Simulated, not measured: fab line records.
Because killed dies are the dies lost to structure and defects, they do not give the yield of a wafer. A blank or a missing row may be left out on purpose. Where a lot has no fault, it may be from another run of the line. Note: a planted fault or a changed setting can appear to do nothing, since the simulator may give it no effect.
Which tool was responsible? | flow sky130 | 42 wafers from 14 lots sampled at 5 of the route's 708 steps

## WHAT THE GAUGES SHOWED, per wafer
SKY_NWELL_OVL_MEAS_23.
lot  | measured     | on         | NWELL_01_OVL (nm)
L370 | day 5 08:46  | overlay-02 | -1.7 -2.3 -1.1
L372 | day 5 18:08  | overlay-01 | -0.3 0.3 -0.1
L374 | day 6 07:01  | overlay-01 | 1.6 1.1 1.5
L375 | day 6 12:07  | overlay-01 | -0.8 -1.2 -1.3
L376 | day 6 21:01  | overlay-01 | -0.9 -1.2 -2.6
L377 | day 7 00:55  | overlay-02 | -1.6 -2.3 -0.2
L378 | day 7 05:41  | overlay-02 | -1.5 -0.9 0.0
L379 | day 7 13:19  | overlay-01 | -2.6 -2.2 -2.2
L380 | day 7 20:33  | overlay-02 | 1.3 0.2 0.1
L381 | day 8 02:34  | overlay-02 | 1.1 -0.6 -0.9
L382 | day 8 08:18  | overlay-02 | -0.9 0.1 -1.1
L383 | day 8 18:23  | overlay-02 | -1.1 -1.5 -1.6
L388 | day 9 20:01  | overlay-02 | -0.1 -0.8 0.2
L390 | day 10 07:52 | overlay-01 | -0.6 -1.4 -2.0

SKY_VT_ADJUST_LVTN_OVL_MEAS_18.
lot  | measured     | on         | VT_ADJUST_LVTN_01_OVL (nm)
L370 | day 7 18:49  | overlay-02 | -0.2 0.9 1.3
L372 | day 8 05:54  | overlay-02 | 0.8 0.7 1.7
L374 | day 8 20:13  | overlay-02 | 2.2 1.6 1.1
L375 | day 9 02:25  | overlay-02 | -2.5 -2.5 -2.8
L376 | day 9 11:31  | overlay-02 | 0.1 1.3 2.0
L377 | day 9 15:46  | overlay-01 | 2.3 1.4 1.4
L378 | day 9 20:39  | overlay-02 | -2.2 -2.9 -1.9
L379 | day 10 05:55 | overlay-01 | 0.6 -1.4 0.1
L380 | day 10 13:49 | overlay-02 | 0.9 -0.1 -0.4
L381 | day 10 20:18 | overlay-02 | -0.8 0.2 -0.3
L382 | day 11 02:22 | overlay-01 | -1.0 0.4 0.9
L383 | day 11 14:03 | overlay-01 | 2.1 1.6 0.3
L388 | day 12 19:52 | overlay-01 | 3.7 2.6 4.7
L390 | day 13 08:16 | overlay-02 | 0.8 1.0 1.8

SKY_VT_ADJUST_NCORE_OVL_MEAS_08.
lot  | measured     | on         | VT_ADJUST_NCORE_OVL (nm)
L370 | day 8 15:40  | overlay-02 | 1.7 1.2 0.6
L372 | day 9 02:40  | overlay-01 | -2.1 -0.1 0.0
L374 | day 9 17:01  | overlay-01 | 0.0 0.6 1.3
L375 | day 10 00:13 | overlay-02 | 0.7 -0.7 -1.2
L376 | day 10 09:49 | overlay-02 | -1.2 -1.4 -0.9
L377 | day 10 14:32 | overlay-02 | -1.2 -1.0 1.1
L378 | day 10 19:08 | overlay-01 | 3.5 3.5 2.4
L379 | day 11 04:29 | overlay-01 | -2.3 -1.2 -1.1
L380 | day 11 13:31 | overlay-01 | 90.1 91.1 91.5
L381 | day 11 20:31 | overlay-01 | 90.7 90.9 91.4
L382 | day 12 02:25 | overlay-01 | 91.4 90.7 91.0
L383 | day 12 14:44 | overlay-02 | 2.1 1.8 1.2
L388 | day 13 20:38 | overlay-01 | -0.5 -1.2 -1.0
L390 | day 14 09:25 | overlay-01 | 1.2 0.5 1.7

SKY_VT_ADJUST_NCORE_TW_MEAS_11.
lot  | measured     | on            | VT_ADJUST_NCORE_TW
L370 | day 8 15:57  | film-metro-01 | 220.9 220.2 220.4
L372 | day 9 02:57  | film-metro-04 | 219.4 218.9 219.1
L374 | day 9 17:19  | film-metro-03 | 224.2 222.1 221.6
L375 | day 10 00:31 | film-metro-01 | 220.0 221.2 218.0
L376 | day 10 10:06 | film-metro-03 | 223.2 221.8 222.7
L377 | day 10 14:49 | film-metro-01 | 220.6 221.2 219.3
L378 | day 10 19:25 | film-metro-01 | 220.6 219.5 218.8
L379 | day 11 04:47 | film-metro-03 | 221.0 221.8 220.5
L380 | day 11 13:49 | film-metro-01 | 222.7 223.1 221.3
L381 | day 11 20:49 | film-metro-01 | 222.3 222.0 222.4
L382 | day 12 02:43 | film-metro-01 | 220.3 222.6 220.8
L383 | day 12 15:01 | film-metro-01 | 221.5 221.9 222.3
L388 | day 13 20:55 | film-metro-03 | 221.4 222.4 220.6
L390 | day 14 09:42 | film-metro-04 | 220.7 221.2 220.6

## WHAT TOOL EACH LOT RAN ON (gives the tool, then ch and the chambers of the sampled wafers, and finally the start)
lot  | SKY_VT_ADJUST_NCORE_EXPOSE_04
L370 | iline-stepper-02 ch 0, day 8 05:36
L372 | iline-stepper-01 ch 0, day 8 16:34
L374 | iline-stepper-01 ch 0, day 9 06:40
L375 | iline-stepper-02 ch 0, day 9 13:39
L376 | iline-stepper-02 ch 0, day 9 22:13
L377 | iline-stepper-01 ch 0, day 10 02:58
L378 | iline-stepper-01 ch 0, day 10 08:26
L379 | iline-stepper-02 ch 0, day 10 17:18
L380 | iline-stepper-01 ch 0, day 11 01:23
L381 | iline-stepper-01 ch 0, day 11 08:49
L382 | iline-stepper-01 ch 0, day 11 14:37
L383 | iline-stepper-02 ch 0, day 12 02:29
L388 | iline-stepper-02 ch 0, day 13 08:32
L390 | iline-stepper-02 ch 0, day 13 20:19
- SKY_VT_ADJUST_NCORE_EXPOSE_04: exposes mask LVTN COMPLEMENT THIN, target cd 380 nm.

## WHAT THE TOOLS THEMSELVES READ (means of the sampled wafers that have a number; where no wafer has one, the mark that the record gives instead)
The record holds no such reading with a usual standard deviation.

## THE ANSWER, worked out from the rows above alone
Rule: what is usual is taken from the lots themselves. The widest of any qualifying gaps counts: lots, ordered by their means at a reading, are off when they make up no more than a third of the lots, leave a main group of 4 or more, and stand apart from it by 3 or more times the standard deviation of that group's means. If all means in a main group match to the digits the tables above print for the reading, that group is not used. Also off: a lot with no number at a reading for which 4 or more lots have one. Where the step has rows for the other lots, those lots are counted as sound. First the gauges in route order, then the tools' own readings, where a lot's mean is used as printed above. The first step at which some lot is off is used, and at that step the reading that is off furthest; a lot without a number counts as furthest.
Off: L380, L381, L382, at SKY_VT_ADJUST_NCORE_OVL_MEAS_08 (VT_ADJUST_NCORE_OVL). The main group: mean 0.2 nm, standard deviation 1.4.
A tool fits if, at a process step before that reading, it ran every lot that is off, and no sound lot after the first of them. Those tools and the gauges at SKY_VT_ADJUST_NCORE_OVL_MEAS_08 are tried in the same way. One fits: SKY_VT_ADJUST_NCORE_EXPOSE_04 on iline-stepper-01. A fault onset in the window from L378 (day 10 08:26, its last sound lot) to L380 (day 11 01:23, its first lot off) fits.

## WHAT THE SIMULATOR HAD INSERTED
Scanner matching overlay: iline-stepper-01, from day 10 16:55 on, at SKY_VT_ADJUST_NCORE_EXPOSE_04. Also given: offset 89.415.
Lots struck among those shown: L380, L381, L382. Same finding as the rule above.
